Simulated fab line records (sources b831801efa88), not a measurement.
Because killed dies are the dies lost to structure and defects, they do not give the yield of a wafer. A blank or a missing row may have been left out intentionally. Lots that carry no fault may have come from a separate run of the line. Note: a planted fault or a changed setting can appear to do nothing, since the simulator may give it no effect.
fab line records	flow sky130
record: lots: 11	wafers: 32	last-day: 50
route steps=708 shown CONTACT@411 METAL1@437 PAD_OPEN@708
lots untouched by any fault: they come from a run of this same line in which no faults occurred
start-h: start of the lot's first displayed wafer, in hours after the record's first day	wait-h: hours from the lot's prior step to this one	" same as the row above	L1.1+2: one row covering several wafers at once	- no value, or no start was given	* or withheld: withheld	< > ~ a bound
route shown NAME@n: NAME is a module with steps in the file, n the number in the route of the first one	usual: the fault-free wafers' mean and standard deviation	same: alike in all rows	chamber/n: place in a boat	sites: per-site readings	_std_site: standard deviation of those values	_edge_site: outer sites' mean less inner sites'	radius-mm: how far each site lies from the wafer's centre	mask NAME#n: copy n	behind: tool/chamber where the wafer was last shaped	hold: what put the lot on hold/how long, in hours/how the hold closed	device: whichever transistor did not switch (one of n, p or np)	end of line: tests run on the same wafers once the route is complete	step lacking rows: just its recipe	killed: at the first sort, the dies lost to defects and structure; wafer yield is something else	map: dies across one wafer; x = killed, . = not, _ = none there
set.NAME: setting as actually run; set.NAME@STEP: the setting as run at that earlier step	model.NAME: the simulator's own value behind a step, which no gauge read
the route's steps for a sample of lots (tables are steps, rows are wafers)
services: from which hour (start-h, from the record's first day; less than 0 if before it) a tool's chamber was out of use, for how many hours, and why
== steps ==
step: SKY_CONTACT_BOW_MEAS_05
recipe: mode: bow
usual: CONTACT_BOW: 81/6.9
lot.wafer	tool	chamber	start-h	wait-h	CONTACT_BOW[um]
L401.2	film-metro-04	-	705.56	0.2	93
L401.5	"	-	"	"	80
L401.6	"	-	"	"	80
L402.1	film-metro-02	-	718.20	0.1	89
L402.3	"	-	"	"	77
L402.4	"	-	"	"	83
L403.3	film-metro-04	-	722.54	0.2	79
L403.4	"	-	"	"	84
L403.5	"	-	"	"	78
L404.4	film-metro-02	-	726.43	0.2	92
L404.5	"	-	"	"	80
L404.6	"	-	"	"	80
L409.1	film-metro-02	-	778.98	0.1	78
L409.2	"	-	"	"	77
L409.4	"	-	"	"	82
L411.1	film-metro-04	-	791.90	0.1	90
L411.5	"	-	"	"	79
L412.2	film-metro-02	-	802.95	0.3	76
L412.4	"	-	"	"	77
L412.5	"	-	"	"	89
L413.1	film-metro-04	-	807.00	0.1	88
L413.3	"	-	"	"	76
L413.6	"	-	"	"	65
L416.3	film-metro-02	-	842.58	0.2	97
L416.5	"	-	"	"	89
L416.6	"	-	"	"	82
L423.1	film-metro-04	-	880.72	0.1	100
L423.3	"	-	"	"	90
L423.4	"	-	"	"	87
L424.1	film-metro-04	-	882.85	0.2	88
L424.3	"	-	"	"	82
L424.5	"	-	"	"	70
step: SKY_CONTACT_CVD_24
recipe: material: W	target-thk-nm: 340	time-s: 102.12	temp-c: 400	pressure-torr: 40
usual: chamber-pressure-Torr: 39.99/0.081	heater-power-w: 967/86
lot.wafer	tool	chamber	start-h	wait-h	chamber-pressure-Torr	heater-power-w
L401.2	cvd-w-01	0	733.97	0.0	39.99	1055
L401.5	"	0	"	"	39.93	1042
L401.6	"	1	"	"	40.02	913
L402.1	cvd-w-02	1	745.55	0.0	40.01	904
L402.3	"	1	"	"	40.05	895
L402.4	"	0	"	"	39.92	887
L403.3	cvd-w-02	0	751.29	0.1	39.96	878
L403.4	"	1	"	"	40.08	898
L403.5	"	0	"	"	39.90	865
L404.4	cvd-w-02	1	754.28	0.1	39.99	891
L404.5	"	1	"	"	39.97	881
L404.6	"	0	"	"	40.06	847
L409.1	cvd-w-01	0	806.05	0.0	39.96	1079
L409.2	"	1	"	"	39.86	963
L409.4	"	0	"	"	40.01	1048
L411.1	cvd-w-01	0	819.60	0.0	39.88	1098
L411.5	"	0	"	"	40.08	1105
L412.2	cvd-w-01	1	830.51	0.0	40.08	962
L412.4	"	1	"	"	39.96	942
L412.5	"	0	"	"	39.88	1081
L413.1	cvd-w-02	0	834.49	0.0	39.94	876
L413.3	"	0	"	"	39.80	854
L413.6	"	0	"	"	39.92	893
L416.3	cvd-w-02	1	868.94	0.1	39.98	892
L416.5	"	0	"	"	39.99	900
L416.6	"	1	"	"	39.87	915
L423.1	cvd-w-02	0	907.09	0.0	40.00	849
L423.3	"	0	"	"	40.05	873
L423.4	"	1	"	"	39.95	902
L424.1	cvd-w-02	0	909.19	0.1	39.91	863
L424.3	"	0	"	"	39.94	882
L424.5	"	1	"	"	39.97	906
step: SKY_CONTACT_RS_MEAS_25
recipe: thk-meas-gauge: four-point-probe	reads: W_of_CONTACT_CVD_24+TiN_of_CONTACT_SPUTTER_23
usual: CONTACT_W_RS: 0.337/0.0032
lot.wafer	tool	chamber	start-h	wait-h	CONTACT_W_RS[ohm/sq]
L401.2	film-metro-02	-	734.10	0.1	0.334
L401.5	"	-	"	"	0.337
L401.6	"	-	"	"	0.336
L402.1	film-metro-02	-	745.66	0.1	0.340
L402.3	"	-	"	"	0.340
L402.4	"	-	"	"	0.336
L403.3	film-metro-01	-	751.40	0.1	0.340
L403.4	"	-	"	"	0.340
L403.5	"	-	"	"	0.337
L404.4	film-metro-01	-	754.41	0.1	0.338
L404.5	"	-	"	"	0.341
L404.6	"	-	"	"	0.338
L409.1	film-metro-04	-	806.16	0.1	0.339
L409.2	"	-	"	"	0.230
L409.4	"	-	"	"	0.337
L411.1	film-metro-04	-	819.71	0.1	0.337
L411.5	"	-	"	"	0.231
L412.2	film-metro-04	-	830.64	0.1	0.232
L412.4	"	-	"	"	0.339
L412.5	"	-	"	"	0.233
L413.1	film-metro-04	-	834.60	0.1	0.339
L413.3	"	-	"	"	0.337
L413.6	"	-	"	"	0.339
L416.3	film-metro-04	-	869.06	0.1	0.335
L416.5	"	-	"	"	0.339
L416.6	"	-	"	"	0.335
L423.1	film-metro-04	-	907.20	0.1	0.332
L423.3	"	-	"	"	0.331
L423.4	"	-	"	"	0.334
L424.1	film-metro-02	-	909.30	0.1	0.333
L424.3	"	-	"	"	0.335
L424.5	"	-	"	"	0.338
step: SKY_CONTACT_THK_MEAS_26
recipe: thk-meas-gauge: xrf	reads: W_of_CONTACT_CVD_24
usual: CONTACT_W_THK: 343/3.7
lot.wafer	tool	chamber	start-h	wait-h	CONTACT_W_THK[nm]
L401.2	film-metro-02	-	734.21	0.1	346
L401.5	"	-	"	"	346
L401.6	"	-	"	"	346
L402.1	film-metro-02	-	745.78	0.1	344
L402.3	"	-	"	"	343
L402.4	"	-	"	"	347
L403.3	film-metro-01	-	751.50	0.1	340
L403.4	"	-	"	"	343
L403.5	"	-	"	"	344
L404.4	film-metro-01	-	754.50	0.1	344
L404.5	"	-	"	"	339
L404.6	"	-	"	"	341
L409.1	film-metro-04	-	806.28	0.1	339
L409.2	"	-	"	"	501
L409.4	"	-	"	"	340
L411.1	film-metro-04	-	819.83	0.1	342
L411.5	"	-	"	"	498
L412.2	film-metro-04	-	830.75	0.1	498
L412.4	"	-	"	"	338
L412.5	"	-	"	"	489
L413.1	film-metro-04	-	834.72	0.1	340
L413.3	"	-	"	"	340
L413.6	"	-	"	"	341
L416.3	film-metro-04	-	869.16	0.1	344
L416.5	"	-	"	"	340
L416.6	"	-	"	"	343
L423.1	film-metro-04	-	907.32	0.1	347
L423.3	"	-	"	"	348
L423.4	"	-	"	"	347
L424.1	film-metro-02	-	909.42	0.1	350
L424.3	"	-	"	"	349
L424.5	"	-	"	"	347
step: SKY_CONTACT_CMP_27
recipe: stop-on: SiO2	t-overpolish-s: 15	down-force-psi: 3.5	platen-rpm: 60	target-thk-nm: 0	pad-velocity-m-s: 0.94248
usual: motor-current-A: 11.1/1.2	time-to-endpoint-s: 83/3.2
lot.wafer	tool	chamber	start-h	wait-h	motor-current-A	time-to-endpoint-s
L401.2	cmp-02	0	734.26	0.0	9.7	82
L401.5	"	0	"	"	9.7	83
L401.6	"	1	"	"	10.6	81
L402.1	cmp-02	3	745.84	0.1	11.9	83
L402.3	"	1	"	"	10.3	77
L402.4	"	2	"	"	12.6	86
L403.3	cmp-02	0	751.64	0.1	9.9	86
L403.4	"	2	"	"	12.9	80
L403.5	"	0	"	"	9.8	84
L404.4	cmp-01	3	754.63	0.1	10.6	88
L404.6	"	1	"	"	13.1	81
L404.5	"	2	"	"	10.6	87
L409.2	cmp-02	2	806.39	0.1	12.5	118
L409.4	"	3	"	"	12.0	80
L409.1	"	0	"	"	9.2	81
L411.1	cmp-01	2	820.04	0.2	10.4	84
L411.5	"	3	"	"	11.1	126
L412.2	cmp-01	2	830.85	0.1	10.2	127
L412.4	"	0	"	"	10.5	89
L412.5	"	1	"	"	12.9	121
L413.3	cmp-02	1	834.83	0.1	10.1	82
L413.1	"	2	"	"	12.8	85
L413.6	"	0	"	"	10.0	84
L416.3	cmp-02	1	869.20	0.0	10.6	77
L416.5	"	1	"	"	11.0	80
L416.6	"	2	"	"	12.2	81
L423.3	cmp-01	0	907.53	0.2	10.4	86
L423.4	"	1	"	"	12.7	79
L423.1	"	2	"	"	10.0	85
L424.1	cmp-02	2	909.53	0.1	12.8	87
L424.3	"	0	"	"	9.7	87
L424.5	"	2	"	"	12.8	85
step: SKY_METAL1_SPUTTER_03
recipe: material: Ti	target-thk-nm: 5	power-w: 3000	time-s: 3.3	chamber-pressure-pa: 0.4
usual: throttle-valve-pct: 29.9/1.4
lot.wafer	tool	chamber	start-h	wait-h	throttle-valve-pct
L401.2	pvd-sputter-03	-	734.63	0.0	31.3
L401.5	"	-	"	"	31.4
L401.6	"	-	"	"	31.6
L402.1	pvd-sputter-04	-	746.21	0.0	32.3
L402.3	"	-	"	"	28.7
L402.4	"	-	"	"	28.4
L403.3	pvd-sputter-03	-	752.01	0.0	31.8
L403.4	"	-	"	"	32.0
L403.5	"	-	"	"	32.4
L404.4	pvd-sputter-04	-	754.90	0.0	32.3
L404.5	"	-	"	"	28.6
L404.6	"	-	"	"	32.0
L409.1	pvd-sputter-02	-	806.71	0.0	30.7
L409.2	"	-	"	"	28.4
L409.4	"	-	"	"	28.6
L411.1	pvd-sputter-02	-	820.26	0.0	29.4
L411.5	"	-	"	"	28.6
L412.2	pvd-sputter-04	-	831.18	0.0	28.5
L412.4	"	-	"	"	29.5
L412.5	"	-	"	"	32.1
L413.1	pvd-sputter-02	-	835.15	0.0	28.9
L413.3	"	-	"	"	28.3
L413.6	"	-	"	"	28.1
L416.3	pvd-sputter-02	-	869.57	0.0	29.3
L416.5	"	-	"	"	29.2
L416.6	"	-	"	"	28.6
L423.1	pvd-sputter-04	-	907.85	0.0	28.4
L423.3	"	-	"	"	28.5
L423.4	"	-	"	"	32.1
L424.1	pvd-sputter-02	-	909.86	0.0	29.1
L424.3	"	-	"	"	28.4
L424.5	"	-	"	"	28.6
step: SKY_METAL1_THK_MEAS_06
recipe: thk-meas-gauge: xrf	reads: AlCu_of_METAL1_SPUTTER_02
usual: METAL1_ALCU_THK: 245/3
lot.wafer	tool	chamber	start-h	wait-h	METAL1_ALCU_THK[nm]
L401.2	film-metro-02	-	734.83	0.1	239
L401.5	"	-	"	"	248
L401.6	"	-	"	"	244
L402.1	film-metro-04	-	746.40	0.1	246
L402.3	"	-	"	"	247
L402.4	"	-	"	"	244
L403.3	film-metro-04	-	752.26	0.1	253
L403.4	"	-	"	"	251
L403.5	"	-	"	"	251
L404.4	film-metro-04	-	755.12	0.1	248
L404.5	"	-	"	"	246
L404.6	"	-	"	"	248
L409.1	film-metro-02	-	806.90	0.1	240
L409.2	"	-	"	"	241
L409.4	"	-	"	"	242
L411.1	film-metro-02	-	820.45	0.1	246
L411.5	"	-	"	"	245
L412.2	film-metro-02	-	831.38	0.1	248
L412.4	"	-	"	"	245
L412.5	"	-	"	"	248
L413.1	film-metro-04	-	835.34	0.1	240
L413.3	"	-	"	"	241
L413.6	"	-	"	"	239
L416.3	film-metro-02	-	869.78	0.1	246
L416.5	"	-	"	"	243
L416.6	"	-	"	"	243
L423.1	film-metro-03	-	908.04	0.1	245
L423.3	"	-	"	"	245
L423.4	"	-	"	"	248
L424.1	film-metro-03	-	910.04	0.1	248
L424.3	"	-	"	"	246
L424.5	"	-	"	"	249
step: SKY_PAD_OPEN_PROBE_99
usual: killed_at_M0_to_M3: 42/7.1	killed_at_M4_up: 3.3/1.9	killed-at-contacts: 24/5	killed-at-front-end: 15/4.7	killed-at-other: 0.3/0.61	killed-dies: 86/9.6	killed-open: 47/7.5	killed-short: 38/6.6
same: gross-dies: 492	killed-at-back-side: 0
lot.wafer	tool	chamber	start-h	wait-h	killed_at_M0_to_M3	killed_at_M4_up	killed-at-contacts	killed-at-front-end	killed-at-other	killed-dies	killed-open	killed-short
L401.2	prober-02	-	1071.54	0.1	42	4	26	16	2	90	46	43
L401.5	prober-02	-	1071.69	0.2	44	3	27	12	0	86	49	36
L401.6	prober-02	-	1071.74	0.2	49	2	31	15	0	97	60	37
L404.4	prober-01	-	1088.98	0.2	39	5	22	21	1	88	45	42
L404.5	prober-01	-	1089.03	0.2	26	4	26	13	0	69	38	31
L404.6	prober-01	-	1089.08	0.2	35	1	25	21	0	82	47	35
L412.2	prober-01	-	1149.14	0.1	48	1	24	15	0	88	49	39
L412.4	prober-01	-	1149.24	0.2	49	6	26	17	1	99	58	41
L412.5	prober-01	-	1149.29	0.2	39	3	24	11	0	77	33	44
L423.1	prober-02	-	1198.13	0.1	36	2	17	12	0	67	37	30
L423.3	prober-02	-	1198.23	0.2	40	6	17	17	0	80	47	33
L423.4	prober-02	-	1198.28	0.2	39	2	18	22	1	82	39	42
L424.1	prober-01	-	1200.75	0.1	30	5	26	10	1	72	45	27
L424.3	prober-01	-	1200.85	0.2	46	4	22	15	0	87	44	43
L424.5	prober-01	-	1200.95	0.2	35	4	29	16	0	84	47	37
killed by level:class
L401.2 VIA1:geometric-particle:open=13 CONTACT:geometric-particle:short=10 CONTACT:geometric-particle:open=9 VIA3:geometric-particle:open=5 POLY_GATE:geometric-particle:short=4 VIA1:geometric-particle:short=4 VIA2:geometric-particle:open=4 VIA3:geometric-particle:short=4
L401.5 VIA1:geometric-particle:open=11 VIA3:geometric-particle:open=9 VIA1:geometric-particle:short=7 CONTACT:geometric-particle:open=7 VIA2:geometric-particle:open=6 LI_CONTACT:geometric-particle:open=6 CONTACT:geometric-particle:short=6 LOCAL_INTERCONNECT:geometric-particle:short=4
L401.6 VIA2:geometric-particle:open=12 CONTACT:geometric-particle:open=10 VIA3:geometric-particle:open=9 LI_CONTACT:geometric-particle:open=9 VIA1:geometric-particle:open=8 CONTACT:geometric-particle:short=7 FIELD_ISO:geometric-particle:short=6 METAL2:geometric-particle:short=5
L404.4 VIA1:geometric-particle:open=10 FIELD_ISO:geometric-particle:open=7 CONTACT:geometric-particle:open=7 VIA2:geometric-particle:open=7 METAL1:geometric-particle:short=6 METAL2:geometric-particle:short=6 LI_CONTACT:geometric-particle:open=5 FIELD_ISO:geometric-particle:short=4
L404.5 CONTACT:geometric-particle:open=12 LI_CONTACT:geometric-particle:open=7 VIA1:geometric-particle:open=6 VIA3:geometric-particle:open=5 CONTACT:geometric-particle:short=4 METAL3:geometric-particle:short=4 FIELD_ISO:geometric-particle:short=3 POLY_GATE:geometric-particle:short=3
L404.6 VIA1:geometric-particle:open=9 CONTACT:geometric-particle:open=8 LI_CONTACT:geometric-particle:open=7 VIA3:geometric-particle:open=7 FIELD_ISO:geometric-particle:open=5 LOCAL_INTERCONNECT:geometric-particle:short=5 VIA2:geometric-particle:open=5 POLY_GATE:geometric-particle:short=4
L412.2 CONTACT:geometric-particle:open=11 METAL1:geometric-particle:short=10 VIA2:geometric-particle:open=8 FIELD_ISO:geometric-particle:open=7 VIA1:geometric-particle:open=7 VIA2:geometric-particle:short=7 POLY_GATE:geometric-particle:short=5 VIA1:geometric-particle:short=5
L412.4 CONTACT:geometric-particle:open=12 VIA3:geometric-particle:open=9 VIA1:geometric-particle:open=8 LI_CONTACT:geometric-particle:open=7 VIA2:geometric-particle:open=7 POLY_GATE:geometric-particle:open=6 METAL1:geometric-particle:short=6 VIA1:geometric-particle:short=6
L412.5 CONTACT:geometric-particle:open=11 METAL1:geometric-particle:short=9 POLY_GATE:geometric-particle:short=6 VIA1:geometric-particle:short=6 VIA1:geometric-particle:open=5 VIA3:geometric-particle:open=4 METAL2:geometric-particle:short=4 VIA2:geometric-particle:open=4
L423.1 VIA2:geometric-particle:open=10 CONTACT:geometric-particle:open=7 CONTACT:geometric-particle:short=6 METAL2:geometric-particle:short=6 METAL1:geometric-particle:short=5 VIA1:geometric-particle:open=5 POLY_GATE:geometric-particle:short=4 POLY_GATE:geometric-particle:open=3
L423.3 VIA1:geometric-particle:open=9 VIA2:geometric-particle:open=7 POLY_GATE:geometric-particle:short=6 LI_CONTACT:geometric-particle:open=5 CONTACT:geometric-particle:open=5 METAL1:geometric-particle:open=4 METAL1:geometric-particle:short=4 FIELD_ISO:geometric-particle:short=3
L423.4 VIA1:geometric-particle:open=10 CONTACT:geometric-particle:open=8 POLY_GATE:geometric-particle:short=6 FIELD_ISO:geometric-particle:short=5 VIA3:geometric-particle:open=5 LI_CONTACT:geometric-particle:open=4 LOCAL_INTERCONNECT:geometric-particle:short=4 METAL1:geometric-particle:short=4
L424.1 CONTACT:geometric-particle:open=13 VIA3:geometric-particle:open=7 VIA1:geometric-particle:open=7 LI_CONTACT:geometric-particle:open=6 METAL4:geometric-particle:short=4 FIELD_ISO:geometric-particle:short=3 POLY_GATE:geometric-particle:open=3 LI_CONTACT:geometric-particle:short=3
L424.3 VIA1:geometric-particle:open=8 VIA3:geometric-particle:open=8 VIA1:geometric-particle:short=7 VIA2:geometric-particle:open=7 METAL2:geometric-particle:short=6 CONTACT:geometric-particle:open=6 POLY_GATE:geometric-particle:open=5 FIELD_ISO:geometric-particle:short=4
L424.5 CONTACT:geometric-particle:open=10 VIA1:geometric-particle:open=10 VIA3:geometric-particle:open=8 CONTACT:geometric-particle:short=7 POLY_GATE:geometric-particle:open=4 POLY_GATE:geometric-particle:short=4 LI_CONTACT:geometric-particle:short=4 LI_CONTACT:geometric-particle:open=4
== services ==
tool	chamber	start-h	hours	kind
pvd-sputter-03	-	722.85	10.8	repair
cvd-w-02	-	730.74	2.8	pm
cvd-w-02	1	735.16	4.1	repair
cvd-w-02	-	738.03	6.0	pm
cmp-01	-	744.11	4.0	pm
cmp-01	-	748.11	-	consumable-replace:conditioner
cmp-01	-	748.11	-	consumable-replace:pad
cmp-01	-	748.11	4.8	pm
cmp-02	-	754.37	5.1	repair
cvd-w-02	0	755.47	18.5	repair
cvd-w-01	-	773.64	2.8	pm
pvd-sputter-02	-	779.68	0.9	repair
cmp-02	-	780.18	1.8	repair
pvd-sputter-02	-	802.63	1.2	repair
pvd-sputter-03	-	841.83	1.0	repair
pvd-sputter-02	-	862.50	4.1	repair
cmp-01	-	864.45	6.7	pm
cvd-w-02	-	864.74	3.9	repair
cmp-02	-	896.10	2.9	repair
cvd-w-01	-	904.00	14.0	pm
cvd-w-01	0	904.00	14.0	vent-cycle
cvd-w-01	1	904.00	14.0	vent-cycle
cmp-01	-	905.01	0.5	repair
pvd-sputter-04	-	909.22	0.7	repair
== key ==
first-sign: step: SKY_CONTACT_RS_MEAS_25	reading: CONTACT_W_RS	direction: down	sigmas: 33	usual: 0.337	struck: 0.232
effect: step: SKY_CONTACT_THK_MEAS_26	reading: CONTACT_W_THK	direction: up	sigmas: 41	usual: 343	struck: 497
effect: step: SKY_CONTACT_CMP_27	reading: time-to-endpoint-s	direction: up	sigmas: 13	usual: *	struck: *
met-at SKY_CONTACT_CVD_24
struck-lots L409,L411,L412
struck-wafers L409.2,L411.5,L412.2,L412.5
tester-left-out L409,L411,L412
not-acting-at SKY_CONTACT_BOW_MEAS_05,SKY_METAL1_SPUTTER_03,SKY_METAL1_THK_MEAS_06
onset-between 733.97 806.05
fault: kind: process-parameter-drift	tool: cvd-w-01	chamber: -	onset-h: 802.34	steps: SKY_CONTACT_CVD_24	channel: target-thk-nm	offset: 155.62	shape: step	end-h: 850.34	scope: struck-wafers-only	acts-in: these-recipes-only	stated: 340
tester-left-out: of these lots the tester's yield and bins aren't shown, on N5 and GAA mostly nor the transistor test; their killed dies are dies lost to structure and defects alone, not to doping, threshold or leakage, so they don't give the yield
